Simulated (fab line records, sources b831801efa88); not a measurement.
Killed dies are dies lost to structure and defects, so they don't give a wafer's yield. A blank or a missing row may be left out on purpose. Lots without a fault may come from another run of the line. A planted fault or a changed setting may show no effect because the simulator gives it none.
fab line records | flow sky130
record lots=7 wafers=21 last_day=50
route steps=708 shown POLY_GATE@236 LDD_N@237 LDD_P@255 PAD_OPEN@708
lots that met no fault: from a run of the same line without faults
start_h: hours from the record's first day to the start of the lot's first wafer shown | wait_h: hours since the lot's step before | " the same as in the row above | L1.1+2: a row that stands for several wafers | - no value, or no start given | * or withheld: withheld | < > ~ a bound
route shown NAME@n: a module of which the file shows steps, and the number in the route of the first | usual: mean/standard deviation of fault-free wafers | same: alike in all rows | chamber/n: place in a boat | sites: the reading at each site | _std_site: their standard deviation | _edge_site: outer sites' mean less inner sites' | radius_mm: how far each site lies from the wafer's centre | mask NAME#n: copy n | behind: the tool/chamber that last shaped the wafer | hold: why the lot was held/for how many hours/how that ended | device: the transistor (n, p or np) that didn't switch | end of line: the same wafers' tests at the end of the route | a step without rows: its recipe alone | killed: dies lost to structure and defects at the first sort, not the wafer's yield | map: a wafer's dies, x killed, . not, _ none there
set.NAME: the setting as run; set.NAME@STEP: as run at that earlier step | model.NAME: the simulator's own value behind a step, which no gauge read
lots at some steps of the route; a table a step, a row a wafer
services: from which hour (start_h, from the record's first day; less than 0 if before it) a tool's chamber was out of use, for how many hours, and why
## steps
# step SKY_POLY_GATE_CD_MEAS_22
# usual cd_nm=151.0/2.7
# columns lot.wafer tool chamber start_h wait_h cd_nm
L549.2 cd_sem-02 - 393.56 0.1 151.3
L549.5 " - " " 152.4
L549.6 " - " " 146.3
L550.3 cd_sem-02 - 403.67 0.1 150.8
L550.4 " - " " 151.0
L550.5 " - " " 150.2
L552.2 cd_sem-01 - 421.19 0.1 146.6
L552.4 " - " " 147.6
L552.5 " - " " 149.3
L557.2 cd_sem-01 - 470.02 0.1 153.9
L557.3 " - " " 148.3
L557.5 " - " " 149.8
L563.1 cd_sem-01 - 516.03 0.1 154.1
L563.3 " - " " 151.9
L563.5 " - " " 151.1
L562.1 cd_sem-02 - 518.33 0.1 150.7
L562.3 " - " " 149.0
L562.4 " - " " 148.7
L569.1 cd_sem-01 - 569.61 0.1 149.6
L569.3 " - " " 149.9
L569.5 " - " " 150.7
# step SKY_LDD_N_DEHYDRATE_00
# recipe temp_c=200 time_s=60
# step SKY_LDD_N_HMDS_01
# recipe prime_time_s=60 prime_temp_c=120
# step SKY_LDD_N_COAT_02
# recipe resist=NOVOLAK spin_rpm=3000 resist_thk_nm=300
# step SKY_LDD_N_SOFTBAKE_03
# recipe temp_c=90 time_s=60 resist=NOVOLAK
# step SKY_LDD_N_EXPOSE_04
# recipe mask_id=NTM target_cd_nm=840 na=0.6 source_shape=conventional sigma_outer=0.6 dose_mj=110
# step SKY_LDD_N_PEB_05
# recipe temp_c=withheld time_s=* resist=NOVOLAK
# step SKY_LDD_N_DEVELOP_06
# recipe develop_time_s=60 dev_temp_c=23
# step SKY_LDD_N_OVL_MEAS_07
# usual LDD_N_OVL=1.6/1.5
# columns lot.wafer tool chamber start_h wait_h LDD_N_OVL[nm]
L549.2 overlay-01 - 423.73 0.1 0.8
L549.5 " - " " 1.3
L549.6 " - " " 2.5
L550.3 overlay-01 - 433.85 0.1 1.4
L550.4 " - " " 0.4
L550.5 " - " " -0.3
L552.2 overlay-02 - 452.24 0.1 0.7
L552.4 " - " " -2.2
L552.5 " - " " 0.3
L557.2 overlay-02 - 500.54 0.1 2.2
L557.3 " - " " 2.5
L557.5 " - " " 2.2
L563.1 overlay-02 - 546.12 0.1 3.2
L563.3 " - " " 3.4
L563.5 " - " " 4.5
L562.1 overlay-02 - 548.52 0.1 4.0
L562.3 " - " " 2.6
L562.4 " - " " 3.3
L569.1 overlay-01 - 598.74 0.1 1.5
L569.3 " - " " 0.6
L569.5 " - " " 1.0
# step SKY_LDD_N_IMPLANT_08
# recipe species=As energy_kev=20 dose_cm2=7.5e+13 tilt_deg=withheld rotation_deg=23
# step SKY_LDD_N_IMPLANT_09
# recipe species=As energy_kev=20 dose_cm2=7.5e+13 tilt_deg=withheld rotation_deg=113
# step SKY_LDD_N_IMPLANT_10
# recipe species=As energy_kev=20 dose_cm2=7.5e+13 tilt_deg=withheld rotation_deg=203
# step SKY_LDD_N_IMPLANT_11
# recipe species=As energy_kev=20 dose_cm2=7.5e+13 tilt_deg=withheld rotation_deg=293
# usual rotation_deg=293.00/0.053
# columns lot.wafer tool chamber start_h wait_h rotation_deg
L549.2 implanter-03 0 424.23 0.1 292.99
L549.5 " 0 " " 292.99
L549.6 " 0 " " 292.97
L550.3 implanter-03 0 434.37 0.1 293.03
L550.4 " 0 " " 292.93
L550.5 " 0 " " 293.01
L550.3 implanter-03 0 434.69 0.3 292.99
L550.4 " 0 " " 292.96
L550.5 " 0 " " 292.99
L552.2 implanter-01 0 452.75 0.1 292.87
L552.4 " 0 " " 292.95
L552.5 " 0 " " 293.05
L552.2 implanter-01 0 453.07 0.3 293.07
L552.4 " 0 " " 293.07
L552.5 " 0 " " 293.02
L557.2 implanter-02 0 501.04 0.1 292.93
L557.3 " 0 " " 293.09
L557.5 " 0 " " 293.04
L557.2 implanter-02 0 501.36 0.3 292.95
L557.3 " 0 " " 293.08
L557.5 " 0 " " 293.00
L563.1 implanter-02 0 546.60 0.1 293.03
L563.3 " 0 " " 292.97
L563.5 " 0 " " 293.04
L562.1 implanter-03 0 549.00 0.1 292.94
L562.3 " 0 " " 292.98
L562.4 " 0 " " 292.97
L569.1 implanter-01 0 599.22 0.1 292.98
L569.3 " 0 " " 292.96
L569.5 " 0 " " 293.04
# step SKY_LDD_N_IMPLANT_12
# recipe species=BF2 energy_kev=50 dose_cm2=5e+12 tilt_deg=30 rotation_deg=0
# step SKY_LDD_N_IMPLANT_13
# recipe species=BF2 energy_kev=50 dose_cm2=5e+12 tilt_deg=30 rotation_deg=90
# step SKY_LDD_N_IMPLANT_14
# recipe species=BF2 energy_kev=50 dose_cm2=5e+12 tilt_deg=30 rotation_deg=180
# step SKY_LDD_N_IMPLANT_15
# recipe species=BF2 energy_kev=50 dose_cm2=5e+12 tilt_deg=30 rotation_deg=270
# step SKY_LDD_N_STRIP_16
# recipe chemistry=O2/N2 power_w=1400 pressure_mtorr=1500 platen_temp_c=withheld o2_flow_sccm=3000 n2_flow_sccm=300 overash_fraction=0.5
# usual chamber_pressure_mTorr=1500.0/1.3 drypump_motor_current_A=5.6/0.34 o2_flow_sccm=3000/9.2 oes_product_au=0.406/0.0043 strip_time_to_endpoint_s=4.317/0.018
# columns lot.wafer tool chamber start_h wait_h chamber_pressure_mTorr drypump_motor_current_A o2_flow_sccm oes_product_au rf_hours_counter_h strip_time_to_endpoint_s
L549.2 plasma_asher-03 1 424.96 0.1 1498.2 6.1 3005 0.407 30 4.339
L549.5 " 0 " " 1500.4 5.7 3003 0.406 - 4.363
L549.6 " 1 " " 1499.4 6.1 2999 0.398 - 4.327
L550.3 plasma_asher-04 1 435.42 0.1 1501.8 5.6 3012 0.413 - 4.504
L550.4 " 0 " " 1501.6 5.1 2991 0.403 - 4.507
L550.5 " 1 " " 1500.5 5.7 3008 0.406 - 4.519
L552.2 plasma_asher-01 1 453.79 0.1 1499.1 5.2 3002 0.411 2 4.516
L552.4 " 1 " " 1499.0 5.2 3009 0.400 - 4.538
L552.5 " 0 " " 1498.0 5.6 3001 0.410 - 4.522
L557.2 plasma_asher-03 1 502.65 0.7 1500.7 6.1 3007 0.410 38 4.504
L557.3 " 0 " " 1500.4 5.6 2997 0.410 - 4.497
L557.5 " 0 " " 1498.5 5.7 2997 0.409 - 4.521
L563.1 plasma_asher-01 0 547.35 0.1 1500.6 5.6 3014 0.412 12 4.284
L563.3 " 0 " " 1500.7 5.6 3007 0.404 - 4.294
L563.5 " 1 " " 1500.1 5.2 2990 0.410 - 4.293
L562.1 plasma_asher-04 1 549.75 0.1 1501.7 5.6 3000 0.399 75 4.324
L562.3 " 1 " " 1499.4 5.6 3010 0.399 - 4.344
L562.4 " 0 " " 1500.3 5.1 3000 0.407 - 4.338
L569.1 plasma_asher-04 1 599.97 0.1 1499.1 5.7 3006 0.407 80 4.299
L569.3 " 1 " " 1498.0 5.7 2994 0.409 - 4.331
L569.5 " 1 " " 1500.5 5.7 3020 0.409 - 4.318
# step SKY_LDD_N_TW_MEAS_17
# usual LDD_N_TW=2597/25
# columns lot.wafer tool chamber start_h wait_h LDD_N_TW
L549.2 film_metro-02 - 425.07 0.1 2644
L549.5 " - " " 2642
L549.6 " - " " 2637
L550.3 film_metro-01 - 435.51 0.1 2707
L550.4 " - " " 2684
L550.5 " - " " 2685
L552.2 film_metro-04 - 453.90 0.1 2700
L552.4 " - " " 2704
L552.5 " - " " 2688
L557.2 film_metro-04 - 502.76 0.1 2692
L557.3 " - " " 2702
L557.5 " - " " 2716
L563.1 film_metro-02 - 547.45 0.1 2630
L563.3 " - " " 2622
L563.5 " - " " 2619
L562.1 film_metro-01 - 549.85 0.1 2569
L562.3 " - " " 2574
L562.4 " - " " 2567
L569.1 film_metro-04 - 600.07 0.1 2570
L569.3 " - " " 2568
L569.5 " - " " 2574
# step SKY_LDD_P_DEHYDRATE_00
# recipe temp_c=200 time_s=60
# step SKY_PAD_OPEN_PROBE_99
# usual killed_at_M0_to_M3=44/7.3 killed_at_M4_up=3.3/1.8 killed_at_contacts=24/5.3 killed_at_front_end=16/5 killed_at_other=0.2/0.51 killed_dies=87/10 killed_open=47/7.5 killed_short=40/6.3
# same gross_dies=492 killed_at_back_side=0
# columns lot.wafer tool chamber start_h wait_h killed_at_M0_to_M3 killed_at_M4_up killed_at_contacts killed_at_front_end killed_at_other killed_dies killed_open killed_short model.etest.tip_n.rs_ohm_sq model.etest.nfet_01v8_lvt.vt_sat_v model.etest.nfet_01v8_turned.vt_sat_v model.etest.nfet_01v8.vt_sat_v
L549.2 prober-02 - 1094.30 0.1 54 3 23 15 0 95 55 40 441.2 0.5352 0.6448 0.6398
L549.5 prober-02 - 1094.45 0.2 53 2 30 11 1 97 52 45 442.8 0.5329 0.6379 0.6377
L549.6 prober-02 - 1094.50 0.2 30 1 33 14 1 79 36 43 441.8 0.5227 0.636 0.6392
L550.3 prober-01 - 1099.35 0.2 53 5 26 15 0 99 53 46 386.9 0.5268 0.6369 0.6358
L550.4 prober-01 - 1099.40 0.2 48 1 26 18 2 95 59 36 387.7 0.5154 0.63 0.6309
L550.5 prober-01 - 1099.45 0.2 33 4 18 19 0 74 41 33 387.9 0.5132 0.6241 0.6222
L552.2 prober-01 - 1119.40 0.1 41 3 21 22 0 87 46 41 387.9 0.507 0.6205 0.6238
L552.4 prober-01 - 1119.50 0.2 34 4 15 8 0 61 37 24 390.4 0.5104 0.6259 0.6299
L552.5 prober-01 - 1119.55 0.2 43 7 28 12 0 90 42 48 392.4 0.5159 0.626 0.6312
L557.2 prober-02 - 1144.55 0.1 36 5 24 17 0 82 38 44 384.5 0.5321 0.6418 0.645
L557.3 prober-02 - 1144.60 0.2 38 2 15 13 0 68 37 31 383.2 0.5316 0.6399 0.6402
L557.5 prober-02 - 1144.70 0.2 43 3 21 11 1 79 43 36 384.8 0.5315 0.644 0.6439
L562.1 prober-01 - 1175.22 0.1 36 5 22 12 0 75 32 43 440 0.5462 0.6612 0.6595
L562.3 prober-01 - 1175.32 0.2 47 7 21 9 0 84 43 41 443.4 0.544 0.6587 0.6549
L562.4 prober-01 - 1175.37 0.2 48 2 26 10 0 86 52 34 441.3 0.5379 0.6555 0.6529
L563.1 prober-02 - 1176.25 0.1 52 4 23 6 1 86 45 41 445.5 0.5373 0.6471 0.6424
L563.3 prober-02 - 1176.35 0.2 42 4 38 8 0 92 54 38 444.7 0.53 0.6403 0.6431
L563.5 prober-02 - 1176.45 0.2 39 4 28 9 0 80 50 30 444.6 0.5331 0.6411 0.6346
L569.1 prober-02 - 1200.56 0.1 57 4 24 22 0 107 56 51 437.9 0.5265 0.638 0.6369
L569.3 prober-02 - 1200.66 0.2 56 3 20 15 0 94 46 48 437.8 0.5352 0.6441 0.6426
L569.5 prober-02 - 1200.76 0.2 66 4 28 20 0 118 62 56 438.7 0.5368 0.6381 0.6381
# killed by level:class
L549.2 VIA1:geometric_particle:open=11 CONTACT:geometric_particle:open=11 VIA2:geometric_particle:open=10 METAL1:geometric_particle:short=9 LI_CONTACT:geometric_particle:open=7 METAL2:geometric_particle:short=6 VIA3:geometric_particle:open=6 POLY_GATE:geometric_particle:short=4
L549.5 VIA1:geometric_particle:open=14 LI_CONTACT:geometric_particle:open=10 VIA3:geometric_particle:open=8 CONTACT:geometric_particle:open=8 VIA3:geometric_particle:short=7 VIA2:geometric_particle:open=6 CONTACT:geometric_particle:short=5 METAL2:geometric_particle:short=5
L549.6 CONTACT:geometric_particle:short=12 LI_CONTACT:geometric_particle:open=8 CONTACT:geometric_particle:open=8 METAL1:geometric_particle:short=8 VIA2:geometric_particle:open=6 VIA1:geometric_particle:open=5 FIELD_ISO:geometric_particle:open=4 POLY_GATE:geometric_particle:short=4
L550.3 CONTACT:geometric_particle:open=12 VIA2:geometric_particle:open=11 VIA1:geometric_particle:open=11 METAL1:geometric_particle:short=7 VIA3:geometric_particle:short=6 POLY_GATE:geometric_particle:short=4 LI_CONTACT:geometric_particle:short=4 METAL2:geometric_particle:short=4
L550.4 VIA1:geometric_particle:open=13 CONTACT:geometric_particle:open=11 LI_CONTACT:geometric_particle:open=8 POLY_GATE:geometric_particle:open=7 VIA2:geometric_particle:short=5 METAL2:geometric_particle:short=5 VIA3:geometric_particle:open=5 FIELD_ISO:geometric_particle:open=4
L550.5 CONTACT:geometric_particle:open=8 METAL1:geometric_particle:short=6 FIELD_ISO:geometric_particle:open=5 VIA1:geometric_particle:open=5 VIA3:geometric_particle:open=5 VIA2:geometric_particle:short=4 POLY_GATE:geometric_particle:short=3 SPACER:geometric_particle:open=3
L552.2 VIA1:geometric_particle:open=12 POLY_GATE:geometric_particle:short=8 VIA3:geometric_particle:open=8 METAL2:geometric_particle:short=7 LI_CONTACT:geometric_particle:open=6 CONTACT:geometric_particle:open=6 FIELD_ISO:geometric_particle:open=4 CONTACT:geometric_particle:short=4
L552.4 VIA1:geometric_particle:open=10 VIA3:geometric_particle:open=8 CONTACT:geometric_particle:open=5 METAL2:geometric_particle:short=5 FIELD_ISO:geometric_particle:short=4 LI_CONTACT:geometric_particle:open=4 CONTACT:geometric_particle:short=4 METAL1:geometric_particle:short=3
L552.5 CONTACT:geometric_particle:open=10 LI_CONTACT:geometric_particle:open=7 VIA1:geometric_particle:short=7 METAL1:geometric_particle:short=6 VIA1:geometric_particle:open=6 METAL2:geometric_particle:short=6 VIA2:geometric_particle:open=6 POLY_GATE:geometric_particle:short=5
L557.2 CONTACT:geometric_particle:open=10 VIA1:geometric_particle:short=7 VIA3:geometric_particle:open=7 POLY_GATE:geometric_particle:short=6 POLY_GATE:geometric_particle:open=6 METAL1:geometric_particle:short=6 LI_CONTACT:geometric_particle:open=5 CONTACT:geometric_particle:short=4
L557.3 VIA1:geometric_particle:open=8 VIA1:geometric_particle:short=6 FIELD_ISO:geometric_particle:short=5 FIELD_ISO:geometric_particle:open=5 CONTACT:geometric_particle:open=5 LI_CONTACT:geometric_particle:open=4 CONTACT:geometric_particle:short=4 VIA2:geometric_particle:short=4
L557.5 VIA1:geometric_particle:open=11 CONTACT:geometric_particle:short=7 LI_CONTACT:geometric_particle:open=6 VIA2:geometric_particle:open=6 VIA3:geometric_particle:open=6 POLY_GATE:geometric_particle:short=5 CONTACT:geometric_particle:open=5 METAL1:geometric_particle:short=4
L562.1 METAL2:geometric_particle:short=10 CONTACT:geometric_particle:short=7 METAL1:geometric_particle:short=7 CONTACT:geometric_particle:open=6 LI_CONTACT:geometric_particle:open=5 VIA2:geometric_particle:open=5 VIA3:geometric_particle:open=5 FIELD_ISO:geometric_particle:short=3
L562.3 VIA1:geometric_particle:open=11 METAL1:geometric_particle:short=9 LI_CONTACT:geometric_particle:open=8 CONTACT:geometric_particle:open=8 VIA1:geometric_particle:short=7 VIA3:geometric_particle:open=7 METAL4:geometric_particle:short=5 FIELD_ISO:geometric_particle:short=4
L562.4 VIA1:geometric_particle:open=10 VIA3:geometric_particle:open=10 LI_CONTACT:geometric_particle:open=9 VIA1:geometric_particle:short=9 VIA2:geometric_particle:open=7 CONTACT:geometric_particle:open=5 POLY_GATE:geometric_particle:open=4 LI_CONTACT:geometric_particle:short=3
L563.1 VIA3:geometric_particle:open=10 VIA2:geometric_particle:open=10 METAL1:geometric_particle:short=9 CONTACT:geometric_particle:open=9 METAL3:geometric_particle:short=6 LI_CONTACT:geometric_particle:open=5 CONTACT:geometric_particle:short=5 VIA1:geometric_particle:open=5
L563.3 CONTACT:geometric_particle:open=15 VIA1:geometric_particle:open=11 LI_CONTACT:geometric_particle:open=9 VIA2:geometric_particle:open=6 METAL3:geometric_particle:short=5 LOCAL_INTERCONNECT:geometric_particle:short=5 METAL2:geometric_particle:short=5 CONTACT:geometric_particle:short=4
L563.5 VIA1:geometric_particle:open=12 LI_CONTACT:geometric_particle:open=11 CONTACT:geometric_particle:open=6 VIA2:geometric_particle:open=6 VIA3:geometric_particle:open=5 LOCAL_INTERCONNECT:geometric_particle:short=4 VIA1:geometric_particle:short=4 VIA3:geometric_particle:short=4
L569.1 VIA1:geometric_particle:open=10 VIA2:geometric_particle:open=9 CONTACT:geometric_particle:open=8 VIA1:geometric_particle:short=7 METAL2:geometric_particle:short=7 VIA3:geometric_particle:open=7 FIELD_ISO:geometric_particle:short=6 LI_CONTACT:geometric_particle:open=6
L569.3 VIA1:geometric_particle:open=10 FIELD_ISO:geometric_particle:short=9 VIA1:geometric_particle:short=9 VIA3:geometric_particle:open=9 VIA2:geometric_particle:open=8 CONTACT:geometric_particle:open=7 VIA2:geometric_particle:short=7 METAL2:geometric_particle:short=5
L569.5 VIA1:geometric_particle:open=15 METAL2:geometric_particle:short=13 METAL1:geometric_particle:short=9 VIA2:geometric_particle:open=9 LI_CONTACT:geometric_particle:open=7 CONTACT:geometric_particle:open=7 CONTACT:geometric_particle:short=7 VIA3:geometric_particle:open=6
## services
# columns tool chamber start_h hours kind
plasma_asher-01 - 421.25 9.0 pm
plasma_asher-01 0 421.25 9.0 vent_cycle
plasma_asher-01 1 421.25 9.0 vent_cycle
implanter-03 - 428.73 1.7 repair
implanter-03 - 429.64 2.8 repair
plasma_asher-01 0 430.25 - clean
plasma_asher-01 1 430.25 - clean
implanter-03 - 439.08 2.6 repair
implanter-02 - 553.24 4.6 pm
plasma_asher-01 - 559.42 6.5 repair
## key
first_sign step=SKY_LDD_N_IMPLANT_11 reading=visit direction=added
effect step=SKY_LDD_N_STRIP_16 reading=strip_time_to_endpoint_s direction=up sigmas=11 usual=* struck=*
effect step=SKY_LDD_N_TW_MEAS_17 reading=LDD_N_TW direction=up sigmas=4 usual=2597 struck=2698
model_effect step=SKY_PAD_OPEN_PROBE_99 value=etest.tip_n.rs_ohm_sq without=440.6 struck=387.3
met_at SKY_LDD_N_IMPLANT_11
struck_wafers L550.3,L550.4,L550.5,L552.2,L552.4,L552.5,L557.2,L557.3,L557.5
tester_left_out L550,L552,L557
fault kind=repeated_step_whole tool=implanter-01,implanter-02,implanter-03 chamber=- onset_h=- steps=SKY_LDD_N_IMPLANT_11 times=1 scope=struck_lots_only
# tester_left_out: of these lots the tester's yield and bins aren't shown, on N5 and GAA mostly nor the transistor test; their killed dies are dies lost to structure and defects alone, not to doping, threshold or leakage, so they don't give the yield
